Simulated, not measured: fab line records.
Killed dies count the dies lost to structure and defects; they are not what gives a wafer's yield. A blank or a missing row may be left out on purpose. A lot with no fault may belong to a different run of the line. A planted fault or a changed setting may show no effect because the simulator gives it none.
fab line records	flow sfqLine
record lots=5	wafers=15	lastDay=86
route steps=325 shown I2@107 M3@118 I3@133 M4@148 M8@325
lots untouched by any fault: they come from a run of this same line in which no faults occurred
startH: start of the lot's first displayed wafer, in hours after the record's first day	waitH: time in hours since the lot's previous step	" unchanged from the row above	L1.1+2: a row that stands for several wafers	- no value, or no start given	* or withheld: withheld	< > ~ a bound
route shown NAME@n: a module of which the file shows steps, and the number in the route of the first	usual: mean and standard deviation over wafers with no fault	same: alike in all rows	chamber/n: place in a boat	sites: each site's reading	_std_site: their standard deviation	_edge_site: inner sites' mean taken away from outer sites' mean	radiusMm: how far each site lies from the wafer's centre	mask NAME#n: copy n	behind: the last tool/chamber to shape the wafer	hold: what put the lot on hold/how long, in hours/how the hold closed	device: the n, p or np transistor that did not switch	end of line: tests of these same wafers at the route's end	a step without rows: its recipe alone	killed: the dies lost at the first sort to structure and to defects; this is not the yield of the wafer	map: per-die view of a wafer (x killed, . not killed, _ where there is no die)
set.NAME: setting as actually run; set.NAME@STEP: the setting as run at that earlier step	model.NAME: the simulator's own value behind a step, which no gauge read
a table for each step, a row for each wafer; lots at some steps of the route
services: when a tool's chamber went out of use (startH, in hours from the record's first day, below 0 if earlier), for how many hours, and the reason
## steps
# step SFQ_TRILAYER_I2_VIA_LITHO_COAT_072
# recipe resist=BARC	spinRpm=3000	resistThkNm=62
# step SFQ_TRILAYER_I2_VIA_LITHO_COAT_067
# recipe resist=KrF	spinRpm=3000	resistThkNm=650
# step SFQ_TRILAYER_I2_VIA_LITHO_SOFTBAKE_071
# recipe tempC=withheld	timeS=withheld	resist=KrF
# step SFQ_TRILAYER_I2_VIA_LITHO_EXPOSE_068
# recipe maskId=I2	na=0.6	sourceShape=conventional	sigmaOuter=0.65	targetCdNm=500	doseMj=21.3
# step SFQ_TRILAYER_I2_VIA_LITHO_PEB_070
# recipe pebTempC=115	pebTimeS=60	resist=KrF
# step SFQ_TRILAYER_I2_VIA_LITHO_DEVELOP_069
# recipe timeS=60	resist=KrF
# step SFQ_I2_OVL_MEAS_918
# usual I2_OVL=1/6.3
lot.wafer	tool	chamber	startH	waitH	I2_OVL[nm]
L571.1	overlay-02	-	602.99	0.1	-6
L571.3	"	-	"	"	3
L571.4	"	-	"	"	9
L573.4	overlay-01	-	607.81	0.1	-11
L573.5	"	-	"	"	-15
L573.6	"	-	"	"	-4
L578.1	overlay-01	-	748.94	0.1	2
L578.4	"	-	"	"	0
L578.5	"	-	"	"	-5
L582.2	overlay-02	-	759.74	0.1	11
L582.4	"	-	"	"	9
L582.6	"	-	"	"	7
L585.1	overlay-02	-	764.54	0.1	-7
L585.3	"	-	"	"	-7
L585.4	"	-	"	"	-1
# step SFQ_TRILAYER_I2_VIA_BARC_OPEN_VIA_ETCH_096
# recipe maskMaterial=PR	chemistry=O2	targetDepthNm=125	target=BARC	sourceW=500	biasW=80	pressureMtorr=30	timeS=41.7
# step SFQ_TRILAYER_I2_VIA_ETCH_VIA_ETCH_070
# recipe target=SiO2	stopOn=Nb	maskMaterial=PR	taperDeg=20	chemistry=CHF3	targetDepthNm=260	sourceW=500	biasW=80	pressureMtorr=30	timeS=withheld
# usual drypumpMotorCurrentA=5.6/0.43	oesProductAu=0.855/0.0051	rfFwdPowerW=498.2/1.7
lot.wafer	tool	chamber	startH	waitH	drypumpMotorCurrentA	oesProductAu	rfFwdPowerW
L571.1	rieDiel-03	3	603.07	0.0	4.8	0.853	498.7
L571.3	"	1	"	"	6.6	0.852	498.9
L571.4	"	3	"	"	4.7	0.858	500.4
L573.4	rieDiel-03	3	607.92	0.1	4.8	0.850	499.5
L573.5	"	2	"	"	5.7	0.850	501.2
L573.6	"	1	"	"	6.5	0.859	497.0
L578.1	rieDiel-01	2	749.01	0.0	5.9	0.856	496.4
L578.4	"	3	"	"	5.9	0.852	496.9
L578.5	"	0	"	"	5.5	0.851	500.0
L582.2	rieDiel-02	3	759.81	0.0	5.6	0.853	498.2
L582.4	"	1	"	"	5.4	0.860	495.0
L582.6	"	3	"	"	5.6	0.857	498.8
L585.1	rieDiel-01	3	764.61	0.0	5.9	0.866	503.2
L585.3	"	2	"	"	5.9	0.860	497.2
L585.4	"	1	"	"	5.1	0.857	498.5
# step SFQ_TRILAYER_I2_VIA_STRIP_STRIP_071
# recipe gas=O2	powerW=200	platenTempC=40	overashFraction=0.65	chemistry=O2	pressureMtorr=50
# step SFQ_TRILAYER_I2_VIA_STRIP_SOLV_CLEAN_072
# recipe chemistry=NMP	tempC=70	timeS=600
# step SFQ_TRILAYER_M3_DEP_PRE_CLEAN_074
# recipe gas=Ar	timeS=22.5	biasV=250
# step SFQ_TRILAYER_M3_DEP_SPUTTER_073
# recipe material=Nb	basePressurePa=1.33e-06	chamberPressurePa=0.1333	substrateTempC=20	resputterCathodeVoltageV=400	targetThkNm=200	powerW=2000	timeS=133.3
# usual cathodeDcPowerW=2000.0/0.37	throttleValvePct=29.8/1.2
lot.wafer	tool	chamber	startH	waitH	cathodeDcPowerW	throttleValvePct	model.Nb_of_TRILAYER_M3_DEP_SPUTTER_073.thkNm
L571.1	pvdSputter-04	-	604.60	0.0	2000.1	28.9	198.1
L571.3	"	-	"	"	1999.9	29.1	196.6
L571.4	"	-	"	"	1999.0	30.6	198.8
L573.4	pvdSputter-06	-	609.43	0.0	2000.2	30.6	201.9
L573.5	"	-	"	"	1999.8	31.2	203.3
L573.6	"	-	"	"	1999.8	29.0	202.3
L578.1	pvdSputter-03	-	749.93	0.0	2000.1	27.8	202.3
L578.4	"	-	"	"	1999.8	30.4	201.9
L578.5	"	-	"	"	1999.8	29.0	202.5
L582.2	pvdSputter-06	-	760.73	0.0	2000.0	29.1	201
L582.4	"	-	"	"	2000.3	31.0	343.1
L582.6	"	-	"	"	2000.1	28.8	201.9
L585.1	pvdSputter-04	-	765.73	0.0	2000.2	30.3	198.1
L585.3	"	-	"	"	2000.0	29.5	196.4
L585.4	"	-	"	"	2000.3	29.2	195.2
# step SFQ_M3_RS_MEAS_919
# recipe thkMeasGauge=four-point-probe	reads=Nb_of_TRILAYER_M3_DEP_SPUTTER_073
# usual M3_NB_RS=0.892/0.011
lot.wafer	tool	chamber	startH	waitH	M3_NB_RS[ohm/sq]
L571.1	filmMetro-02	-	604.69	0.0	0.901
L571.3	"	-	"	"	0.909
L571.4	"	-	"	"	0.897
L573.4	filmMetro-03	-	609.54	0.1	0.881
L573.5	"	-	"	"	0.873
L573.6	"	-	"	"	0.878
L578.1	filmMetro-01	-	750.02	0.0	0.879
L578.4	"	-	"	"	0.882
L578.5	"	-	"	"	0.881
L582.2	filmMetro-03	-	760.84	0.1	0.883
L582.4	"	-	"	"	0.516
L582.6	"	-	"	"	0.879
L585.1	filmMetro-01	-	765.82	0.0	0.900
L585.3	"	-	"	"	0.908
L585.4	"	-	"	"	0.913
# step SFQ_TRILAYER_M3_LITHO_COAT_080
# recipe resist=BARC	spinRpm=3000	resistThkNm=62
# step SFQ_TRILAYER_M3_LITHO_COAT_075
# recipe resist=KrF	spinRpm=3000	resistThkNm=600
# step SFQ_TRILAYER_M3_LITHO_SOFTBAKE_079
# recipe tempC=withheld	timeS=withheld	resist=KrF
# step SFQ_TRILAYER_M3_LITHO_EXPOSE_076
# recipe maskId=M3	na=0.6	sourceShape=conventional	sigmaOuter=0.65	targetCdNm=500	doseMj=14.4
# step SFQ_TRILAYER_M3_LITHO_PEB_078
# recipe pebTempC=115	pebTimeS=60	resist=KrF
# step SFQ_TRILAYER_M3_LITHO_DEVELOP_077
# recipe timeS=60	resist=KrF
# step SFQ_M3_OVL_MEAS_921
# usual M3_OVL=1/5.5
lot.wafer	tool	chamber	startH	waitH	M3_OVL[nm]
L571.1	overlay-02	-	612.72	0.1	3
L571.3	"	-	"	"	-4
L571.4	"	-	"	"	7
L573.4	overlay-02	-	627.51	0.1	3
L573.5	"	-	"	"	12
L573.6	"	-	"	"	5
L578.1	overlay-01	-	898.45	0.1	0
L578.4	"	-	"	"	5
L578.5	"	-	"	"	2
L582.2	overlay-02	-	909.25	0.1	6
L582.4	"	-	"	"	4
L582.6	"	-	"	"	5
L585.1	overlay-01	-	916.45	0.1	-4
L585.3	"	-	"	"	4
L585.4	"	-	"	"	-2
# step SFQ_TRILAYER_M3_BARC_OPEN_METAL_ETCH_100
# recipe maskMaterial=PR	chemistry=O2	targetDepthNm=125	target=BARC	icpW=600	biasW=80	pressureMtorr=10	timeS=41.7
# step SFQ_TRILAYER_M3_ETCH_METAL_ETCH_078
# recipe target=Nb	stopOn=SiO2	maskMaterial=PR	chemistry=Cl2/Ar	targetDepthNm=240	icpW=600	biasW=80	pressureMtorr=10	timeS=120
# usual drypumpMotorCurrentA=5.39/0.28	oesProductAu=0.893/0.0074	rfFwdPowerW=596.1/1.8
lot.wafer	tool	chamber	startH	waitH	drypumpMotorCurrentA	oesProductAu	rfFwdPowerW	rfHoursCounterH
L571.1	rieMetal-02	0	612.81	0.0	5.45	0.879	596.9	69
L571.3	"	0	"	"	5.45	0.883	595.6	-
L571.4	"	1	"	"	5.64	0.889	594.6	-
L573.4	rieMetal-02	0	627.63	0.1	5.50	0.894	599.7	-
L573.5	"	0	"	"	5.48	0.907	598.5	-
L573.6	"	1	"	"	5.66	0.904	596.6	-
L578.1	rieMetal-04	1	898.54	0.0	5.47	0.903	592.6	142
L578.4	"	1	"	"	5.45	0.900	593.6	-
L578.5	"	0	"	"	4.88	0.897	599.3	-
L582.2	rieMetal-04	1	909.34	0.0	5.45	0.891	597.9	144
L582.4	"	1	"	"	5.44	0.993	595.9	-
L582.6	"	1	"	"	5.43	0.910	597.2	-
L585.1	rieMetal-02	1	916.54	0.0	5.69	0.888	595.8	151
L585.3	"	1	"	"	5.68	0.891	593.2	-
L585.4	"	0	"	"	5.48	0.886	597.8	-
# step SFQ_TRILAYER_M3_STRIP_STRIP_079
# recipe gas=O2	powerW=200	platenTempC=40	overashFraction=0.65	chemistry=O2	pressureMtorr=50
# usual drypumpMotorCurrentA=5.40/0.28	oesProductAu=0.995/0.0066
lot.wafer	tool	chamber	startH	waitH	drypumpMotorCurrentA	oesProductAu	rfHoursCounterH
L571.1	rieMetal-02	0	612.94	0.1	5.46	0.999	69
L571.3	"	0	"	"	5.51	1.002	-
L571.4	"	1	"	"	5.68	0.993	-
L573.4	rieMetal-02	0	627.91	0.2	5.53	1.004	-
L573.5	"	0	"	"	5.49	0.996	-
L573.6	"	1	"	"	5.68	1.011	-
L578.1	rieMetal-04	1	898.67	0.1	5.48	0.992	142
L578.4	"	1	"	"	5.47	1.004	-
L578.5	"	0	"	"	4.87	0.993	-
L582.2	rieMetal-04	1	909.47	0.1	5.47	1.000	144
L582.4	"	1	"	"	5.46	0.995	-
L582.6	"	1	"	"	5.46	0.990	-
L585.1	rieMetal-02	1	916.67	0.1	5.66	0.999	151
L585.3	"	1	"	"	5.68	0.996	-
L585.4	"	0	"	"	5.46	0.994	-
# step SFQ_TRILAYER_M3_STRIP_SOLV_CLEAN_080
# recipe chemistry=NMP	tempC=70	timeS=600
# step SFQ_TRILAYER_I3_DEP_PECVD_081
# recipe material=SiO2	tempC=150	timeS=111.11	pressureTorr=2.4	rfW=183.3	precursor=SiH4/N2O	targetThkNm=500
# usual heaterPowerW=95/22	rfFwdPowerW=182.3/0.6	susceptorTempC=149.99/0.16	throttleValvePct=25.2/2
lot.wafer	tool	chamber	startH	waitH	heaterPowerW	rfFwdPowerW	susceptorTempC	throttleValvePct
L571.1	pecvd-03	0	613.89	0.0	102	182.2	150.17	24.3
L571.3	"	2	"	"	131	182.3	150.10	23.7
L571.4	"	0	"	"	82	183.0	150.28	24.2
L573.4	pecvd-03	0	628.53	0.0	82	182.7	150.06	24.4
L573.5	"	1	"	"	72	181.9	149.96	26.9
L573.6	"	2	"	"	110	181.8	149.88	23.9
L578.1	pecvd-04	2	899.44	0.0	137	183.3	150.08	28.2
L578.4	"	0	"	"	100	183.0	149.73	28.4
L578.5	"	1	"	"	112	182.5	149.88	24.9
L582.2	pecvd-02	1	910.24	0.0	87	181.8	150.21	21.7
L582.4	"	1	"	"	72	181.6	149.98	22.0
L582.6	"	0	"	"	73	182.3	149.91	24.2
L585.1	pecvd-02	0	917.44	0.0	80	181.1	149.95	24.4
L585.3	"	1	"	"	83	182.4	150.08	22.2
L585.4	"	1	"	"	85	182.7	150.19	21.9
# step SFQ_TRILAYER_I3_CMP_CMP_082
# recipe material=SiO2	downForcePsi=3	platenRpm=60	padVelocityMS=0.94248
# step SFQ_I3_BOW_MEAS_922
# recipe mode=bow
# usual I3_BOW=2/9.1
lot.wafer	tool	chamber	startH	waitH	I3_BOW[um]
L571.1	filmMetro-01	-	658.13	2.5	5
L571.3	"	-	"	"	8
L571.4	"	-	"	"	4
L573.4	filmMetro-01	-	667.19	2.1	20
L573.5	"	-	"	"	21
L573.6	"	-	"	"	11
L578.1	filmMetro-02	-	903.20	1.0	-3
L578.4	"	-	"	"	-19
L578.5	"	-	"	"	-10
L582.2	filmMetro-01	-	913.34	2.5	-7
L582.4	"	-	"	"	-3
L582.6	"	-	"	"	-14
L585.1	filmMetro-02	-	922.72	2.5	2
L585.3	"	-	"	"	0
L585.4	"	-	"	"	-4
# step SFQ_TRILAYER_I3_METRO_MEASURE_083
# step SFQ_TRILAYER_I3_VIA_LITHO_COAT_090
# recipe resist=BARC	spinRpm=3000	resistThkNm=62
# step SFQ_TRILAYER_I3_VIA_LITHO_COAT_085
# recipe resist=KrF	spinRpm=3000	resistThkNm=650
# step SFQ_TRILAYER_I3_VIA_LITHO_SOFTBAKE_089
# recipe tempC=withheld	timeS=withheld	resist=KrF
# step SFQ_TRILAYER_I3_VIA_LITHO_EXPOSE_086
# recipe maskId=I3	na=0.6	sourceShape=conventional	sigmaOuter=0.65	targetCdNm=500	doseMj=21.3
# step SFQ_TRILAYER_I3_VIA_LITHO_PEB_088
# recipe pebTempC=115	pebTimeS=60	resist=KrF
# step SFQ_TRILAYER_I3_VIA_LITHO_DEVELOP_087
# recipe timeS=60	resist=KrF
# step SFQ_I3_OVL_MEAS_923
# usual I3_OVL=-2/5.6
lot.wafer	tool	chamber	startH	waitH	I3_OVL[nm]
L571.1	overlay-01	-	802.94	0.1	-8
L571.3	"	-	"	"	-1
L571.4	"	-	"	"	4
L573.4	overlay-01	-	813.76	0.1	2
L573.5	"	-	"	"	14
L573.6	"	-	"	"	-1
L578.1	overlay-02	-	906.77	0.1	-9
L578.4	"	-	"	"	-4
L578.5	"	-	"	"	-10
L582.2	overlay-02	-	916.90	0.1	2
L582.4	"	-	"	"	4
L582.6	"	-	"	"	2
L585.1	overlay-02	-	926.29	0.1	1
L585.3	"	-	"	"	3
L585.4	"	-	"	"	-9
# step SFQ_TRILAYER_I3_VIA_BARC_OPEN_VIA_ETCH_121
# recipe maskMaterial=PR	chemistry=O2	targetDepthNm=125	target=BARC	sourceW=500	biasW=80	pressureMtorr=30	timeS=41.7
# step SFQ_TRILAYER_I3_VIA_ETCH_VIA_ETCH_088
# recipe target=SiO2	stopOn=Nb	maskMaterial=PR	taperDeg=20	chemistry=CHF3	targetDepthNm=260	sourceW=500	biasW=80	pressureMtorr=30	timeS=withheld
# usual drypumpMotorCurrentA=5.9/0.47	oesProductAu=0.854/0.005	rfFwdPowerW=498.0/1.5
lot.wafer	tool	chamber	startH	waitH	drypumpMotorCurrentA	oesProductAu	rfFwdPowerW
L571.1	rieDiel-03	3	803.01	0.0	4.7	0.861	499.3
L571.3	"	2	"	"	5.7	0.864	498.5
L571.4	"	1	"	"	6.5	0.855	498.5
L573.4	rieDiel-02	0	813.81	0.0	5.8	0.860	495.6
L573.5	"	2	"	"	6.0	0.851	497.6
L573.6	"	1	"	"	5.5	0.856	495.4
L578.1	rieDiel-02	2	906.85	0.0	6.0	0.852	498.2
L578.4	"	3	"	"	5.6	0.862	495.6
L578.5	"	3	"	"	5.6	0.854	494.7
L582.2	rieDiel-03	0	916.97	0.0	5.7	0.863	496.0
L582.4	"	2	"	"	5.7	0.863	499.0
L582.6	"	0	"	"	5.7	0.857	496.2
L585.1	rieDiel-04	1	926.37	0.0	5.7	0.843	498.2
L585.3	"	0	"	"	6.5	0.852	496.2
L585.4	"	2	"	"	6.2	0.848	499.1
# step SFQ_TRILAYER_I3_VIA_STRIP_STRIP_089
# recipe gas=O2	powerW=200	platenTempC=40	overashFraction=0.65	chemistry=O2	pressureMtorr=50
# usual drypumpMotorCurrentA=5.6/0.43	oesProductAu=0.998/0.0067
lot.wafer	tool	chamber	startH	waitH	drypumpMotorCurrentA	oesProductAu	rfHoursCounterH
L571.1	rieMetal-02	0	803.13	-	5.5	0.999	97
L571.3	"	0	"	"	5.5	0.991	-
L571.4	"	1	"	"	5.7	0.991	-
L573.4	rieMetal-01	1	814.13	-	5.4	0.999	-
L573.5	"	0	"	"	5.3	0.998	-
L573.6	"	1	"	"	5.4	0.994	-
L578.1	rieMetal-02	0	906.96	-	5.5	0.990	113
L578.4	"	0	"	"	5.5	0.989	-
L578.5	"	1	"	"	5.7	0.993	-
L582.2	rieMetal-01	0	917.08	-	5.3	1.000	33
L582.4	"	1	"	"	5.4	1.009	-
L582.6	"	1	"	"	5.4	1.004	-
L585.1	rieMetal-01	1	926.48	-	5.4	1.004	149
L585.3	"	1	"	"	5.4	0.999	-
L585.4	"	1	"	"	5.4	1.000	-
# step SFQ_TRILAYER_I3_VIA_STRIP_SOLV_CLEAN_090
# recipe chemistry=NMP	tempC=70	timeS=600
# step SFQ_TRILAYER_M4_DEP_PRE_CLEAN_092
# recipe gas=Ar	timeS=22.5	biasV=250
# step SFQ_M8_BOW_MEAS_951
# recipe mode=bow
# usual M8_BOW=5/12
lot.wafer	tool	chamber	startH	waitH	M8_BOW[um]	model.etest.m3.combLog10Ohm	model.etest.m3.ohmSq
L571.1	filmMetro-04	-	1987.86	0.0	-2	12	0.8977
L571.3	"	-	"	"	2	12	0.9046
L571.4	"	-	"	"	-4	12	0.8943
L573.4	filmMetro-04	-	1997.52	0.1	24	12	0.8809
L573.5	"	-	"	"	23	12	0.8748
L573.6	"	-	"	"	14	12	0.8789
L578.1	filmMetro-04	-	2038.72	0.0	-3	12	0.8788
L578.4	"	-	"	"	-19	12	0.8806
L578.5	"	-	"	"	-9	12	0.8779
L582.2	filmMetro-02	-	2050.33	0.0	2	12	0.8845
L582.4	"	-	"	"	5	0	0.5183
L582.6	"	-	"	"	-6	12	0.8809
L585.1	filmMetro-04	-	2060.32	0.0	0	12	0.8976
L585.3	"	-	"	"	-2	12	0.9055
L585.4	"	-	"	"	-6	12	0.911
## services
tool	chamber	startH	hours	kind
rieDiel-01	-	584.68	2.8	pm
pvdSputter-06	-	584.75	21.9	repair
rieDiel-03	2	593.60	9.3	repair
rieDiel-03	-	618.74	0.5	repair
rieDiel-03	-	634.55	0.2	repair
rieMetal-04	1	646.70	8.3	repair
rieDiel-03	-	659.72	1.7	repair
rieDiel-01	3	662.41	4.6	repair
rieMetal-04	1	663.43	10.3	repair
rieMetal-01	1	664.16	7.1	repair
pvdSputter-04	-	667.00	0.7	repair
pecvd-02	-	690.83	1.4	repair
pvdSputter-06	-	701.83	4.8	repair
pecvd-03	2	705.62	16.7	repair
rieDiel-03	0	730.55	4.3	repair
rieDiel-03	-	758.82	2.8	pm
rieMetal-01	1	787.70	9.2	repair
rieDiel-02	-	803.77	1.0	repair
rieDiel-02	0	837.34	4.5	repair
rieDiel-02	2	838.41	3.3	repair
rieDiel-03	0	856.93	3.9	repair
rieDiel-03	-	909.11	0.3	repair
rieDiel-02	3	915.61	9.3	repair
rieMetal-01	0	926.30	4.1	repair
## key
firstSign step=SFQ_M3_RS_MEAS_919	reading=M3_NB_RS	direction=down	sigmas=35	usual=0.892	struck=0.516
effect step=SFQ_TRILAYER_M3_ETCH_METAL_ETCH_078	reading=oesProductAu	direction=up	sigmas=14	usual=0.893	struck=0.993
modelEffect step=SFQ_TRILAYER_M3_DEP_SPUTTER_073	value=Nb_of_TRILAYER_M3_DEP_SPUTTER_073.thkNm	without=200.8	struck=343.1
modelEffect step=SFQ_M8_BOW_MEAS_951	value=etest.m3.combLog10Ohm	without=12	struck=0
metAt SFQ_TRILAYER_M3_DEP_SPUTTER_073
struckWafers L582.4
onsetBetween 609.43 760.73
fault kind=processParameterDrift	tool=pvdSputter-06	chamber=-	onsetH=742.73	steps=SFQ_TRILAYER_M3_DEP_SPUTTER_073	channel=targetThkNm	offset=142.32	shape=step	endH=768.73	actsIn=theseRecipesOnly	stated=200	scope=struckWafersOnly
